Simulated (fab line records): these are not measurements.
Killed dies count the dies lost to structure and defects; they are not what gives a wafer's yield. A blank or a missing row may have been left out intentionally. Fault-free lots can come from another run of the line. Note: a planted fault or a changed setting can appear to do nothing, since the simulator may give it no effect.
What tool caused it? -- flow gf180mcu -- 12 lots with 36 wafers sampled at 4 steps, on a route of 602 steps

WHAT THE GAUGES READ, wafer by wafer
GF_V4_THK_MEAS_03.
lot,measured,on,V4_CVD_02_THK (nm)
L672,day 23 19:35,film metro-04,842 856 852
L673,day 24 06:20,film metro-01,842 843 851
L675,day 24 10:11,film metro-02,850 865 842
L677,day 25 08:14,film metro-01,852 849 863
L678,day 25 16:40,film metro-01,852 848 861
L682,day 26 22:10,film metro-02,838 837 854
L686,day 28 08:34,film metro-01,850 875 865
L687,day 28 16:28,film metro-01,849 843 864
L688,day 28 19:16,film metro-04,840 850 859
L689,day 28 23:21,film metro-04,843 874 858
L691,day 29 17:35,film metro-01,839 856 851
L693,day 29 23:01,film metro-02,852 852 850

GF_MIM_THK_MEAS_06.
lot,measured,on,MIM_CVD_05_THK (nm)
L672,day 24 20:08,film metro-03,41.5 42.5 42.2
L673,day 25 06:34,film metro-01,42.2 40.9 41.4
L675,day 25 10:11,film metro-01,41.5 41.4 42.3
L677,day 26 07:25,film metro-02,40.7 41.3 41.7
L678,day 26 15:55,film metro-03,41.8 41.5 42.3
L682,day 27 20:13,film metro-03,42.1 41.7 42.6
L686,day 29 06:08,film metro-03,41.1 41.6 41.9
L687,day 29 14:29,film metro-01,45.2 44.2 45.6
L688,day 29 16:35,film metro-03,44.8 44.6 45.6
L689,day 29 21:29,film metro-02,41.5 42.8 42.1
L691,day 30 14:49,film metro-02,42.2 42.2 42.2
L693,day 30 20:10,film metro-01,41.4 41.8 42.1

TOOL THAT RAN EACH LOT (tool first, then ch and the chambers of the sampled wafers, then the start)
lot,GF_MIM_SPUTTER_03,GF_MIM_CVD_05
L672,"pvd sputter-02, day 24 20:02","pecvd-02 ch 0,1,2, day 24 20:06"
L673,"pvd sputter-02, day 25 06:29","pecvd-03 ch 0,1,2, day 25 06:32"
L675,"pvd sputter-03, day 25 10:05","pecvd-01 ch 0,1,2, day 25 10:08"
L677,"pvd sputter-02, day 26 07:20","pecvd-01 ch 1,2, day 26 07:23"
L678,"pvd sputter-02, day 26 15:50","pecvd-01 ch 1,2, day 26 15:53"
L682,"pvd sputter-03, day 27 20:07","pecvd-03 ch 0,1, day 27 20:11"
L686,"pvd sputter-03, day 29 06:02","pecvd-02 ch 0,1, day 29 06:06"
L687,"pvd sputter-04, day 29 14:24","pecvd-01 ch 0,1,2, day 29 14:28"
L688,"pvd sputter-04, day 29 16:29","pecvd-01 ch 0,2, day 29 16:33"
L689,"pvd sputter-02, day 29 21:23","pecvd-03 ch 0,1,2, day 29 21:27"
L691,"pvd sputter-04, day 30 14:44","pecvd-03 ch 0,1,2, day 30 14:47"
L693,"pvd sputter-03, day 30 20:04","pecvd-02 ch 0,2, day 30 20:08"
- GF_MIM_SPUTTER_03: material Ti, target thk 10 nm, time 6.7 s.
- GF_MIM_CVD_05: deposits Si3N4, target thk 42 nm, time 29.086 s.

WHAT THE TOOLS THEMSELVES READ (means of the sampled wafers that have a number; where no wafer has one, the mark that the record gives instead)
GF_MIM_SPUTTER_03.
lot,tool,throttle valve pct (%)
L672,pvd sputter-02,30.3
L673,pvd sputter-02,29.6
L675,pvd sputter-03,30.1
L677,pvd sputter-02,29.7
L678,pvd sputter-02,29.5
L682,pvd sputter-03,30.3
L686,pvd sputter-03,30.1
L687,pvd sputter-04,30.6
L688,pvd sputter-04,29.9
L689,pvd sputter-02,29.7
L691,pvd sputter-04,29.8
L693,pvd sputter-03,30.5

GF_MIM_CVD_05.
lot,tool,heater power w (W)
L672,pecvd-02,652
L673,pecvd-03,574
L675,pecvd-01,627
L677,pecvd-01,653
L678,pecvd-01,663
L682,pecvd-03,540
L686,pecvd-02,636
L687,pecvd-01,694
L688,pecvd-01,594
L689,pecvd-03,545
L691,pecvd-03,601
L693,pecvd-02,617

THE ANSWER, worked out from the rows above alone
Rule: what is usual is taken from the lots themselves. Put in order of their means at a reading, lots are off if they are a third of the lots or fewer, leave a main group of 4 or more, and stand apart from it by a gap of 3 or more times the standard deviation of the main group's means; of several such gaps the widest counts. A main group is skipped when, at the precision printed for the reading in the tables above, its means are all equal. A lot without any number at a reading at which 4 lots or more have one is off too. All remaining lots with rows at the step are treated as sound. The gauges are gone through in route order, then the tools' own readings, and for those a lot's mean is taken as printed above. At the first step where some lot is off, the reading lying furthest off is the one used; lots without a number count as furthest.
Off: L687, L688, seen at GF_MIM_THK_MEAS_06 (MIM_CVD_05_THK). Main group: mean 41.8 nm, sd 0.31.
A tool fits if, at a process step before that reading, it ran every lot that is off, and no sound lot after the first of them. Those tools and the gauges at GF_MIM_THK_MEAS_06 are tried in the same way. One candidate fits, namely pecvd-01 at GF_MIM_CVD_05. Its last sound lot is L678 (day 26 15:53), its first lot that is off L687 (day 29 14:28): a fault that began between those two fits.

WHAT THE SIMULATOR PUT IN
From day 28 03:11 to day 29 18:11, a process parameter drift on pecvd-01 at GF_MIM_CVD_05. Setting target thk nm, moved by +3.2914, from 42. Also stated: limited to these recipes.
Shown lots that were struck: L687, L688. The rule above found the same.
